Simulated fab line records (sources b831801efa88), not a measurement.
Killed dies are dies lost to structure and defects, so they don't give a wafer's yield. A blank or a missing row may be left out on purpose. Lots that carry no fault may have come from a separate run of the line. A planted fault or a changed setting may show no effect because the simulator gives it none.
Comparing a struck lot with a sound one | flow sky130 | 24 steps out of a route of 708
Sound: wafers L309.2, L309.3, L309.5. Wafers struck: L320.1, L320.2, L320.4. Last of all comes the cause.
Per side, at each step with rows, come the tool, then ch with its chambers, and then its first start. Under that, the readings that differ: sound wafers | struck wafers | difference of the means | sigmas: that difference in standard deviations of wafers without a fault.
alike: words and numbers the same on both sides, and readings whose means are apart by under 2 such deviations; not compared: readings that were withheld, readings missing a value for some wafer, numbers with overlapping values and no deviation given by the record, and bounds like >300 which may hide the same value.
Wherever a step has rows on one side only, a row that says differs or no value, or a row with sigmas, the two part there. Numbers that don't overlap but have no deviation are shown without sigmas and don't part them. Lack of a reading on every wafer of one side parts them only where that side has two or more wafers.

first, 10 steps without rows for these wafers: SKY_METAL1_EXPOSE_12 (exposes mask MM1, target cd 140 nm); SKY_METAL1_PEB_13; SKY_METAL1_DEVELOP_14 (develop time 60 s); SKY_METAL1_DESCUM_17 (chemistry O2, time 8 s); SKY_METAL1_ETCH_18 (etches BARC in N2/H2, stops on SiO2, time 45.9 s, target depth 60 nm); SKY_METAL1_METAL_ETCH_19 (etches the open film in Cl2/BCl3, stops on SiO2, target depth 360 nm, time 78 s); SKY_METAL1_STRIP_20 (strips in O2/N2); SKY_METAL1_STRIP_21 (strips in post etch residue remover, time 1200 s); SKY_METAL1_CLEAN_22 (cleans in IPA, time 180 s); SKY_METAL1_CLEAN_23 (cleans in O3/DIW).
SKY_VIA1_HDPCVD_00: deposits SiO2, target thk 1030 nm, time 171.7 s.
  sound on hdpcvd-01 ch 1,2, day 35 19:13; struck on hdpcvd-02 ch 0,2, day 39 05:39
  no value came back on the struck wafers for pressure-mtorr (mTorr), run-length-s (s), sih4-flow-sccm (sccm); on the sound wafers pressure-mtorr (mTorr) reads 5.990 5.992 5.994
then, 10 steps without rows for these wafers: SKY_VIA1_CMP_02 (polishes SiO2); SKY_VIA1_DEHYDRATE_04 (time 60 s); SKY_VIA1_HMDS_05 (prime time 60 s); SKY_VIA1_COAT_06 (resist thk 60 nm); SKY_VIA1_COAT_07 (resist thk 450 nm); SKY_VIA1_SOFTBAKE_08 (time 90 s); SKY_VIA1_EXPOSE_09 (exposes mask VIM, target cd 150 nm); SKY_VIA1_PEB_10; SKY_VIA1_DEVELOP_11 (develop time 60 s); SKY_VIA1_ETCH_14 (etches BARC in N2/H2, stops on SiO2, time 45.9 s, target depth 60 nm).
SKY_VIA1_ETCH_15: etches SiO2 in C4F8/O2/Ar, stops on TiN, target depth 351 nm, time 54 s.
  sound on rie-diel-04 ch 0,2, day 36 21:26; struck on rie-diel-01 ch 1,2,3, day 40 07:19
  reading                  | sound             | struck            | difference | sigmas
  oes-product-au (a.u.)    | 0.994 0.979 0.982 | 0.372 0.374 0.371 | -0.613     | -86
  model.etch.depth-nm (nm) | 345 342.8 344.6   | 0 0 0             | -344       |
  not compared: rf-hours-counter-h
then, 1 step without rows for these wafers: SKY_VIA1_STRIP_16 (strips in O2/N2).
-- the record jumps here: 10 days lie between the struck wafers' starts before and after (it left off in module VIA1 and takes up again in module PAD_OPEN, whose first step shown is number 708 of the route) --
SKY_PAD_OPEN_PROBE_99:
  the record has rows for the struck wafers here (prober-01, day 50 11:13) and none for the sound ones

WHERE THEY PART
Earliest at SKY_VIA1_HDPCVD_00; latest, in this record, at SKY_PAD_OPEN_PROBE_99.

WHY: what the simulator had put in
Entire step skipped (hdpcvd-02, SKY_VIA1_HDPCVD_00), from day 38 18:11 onward. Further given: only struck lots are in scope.
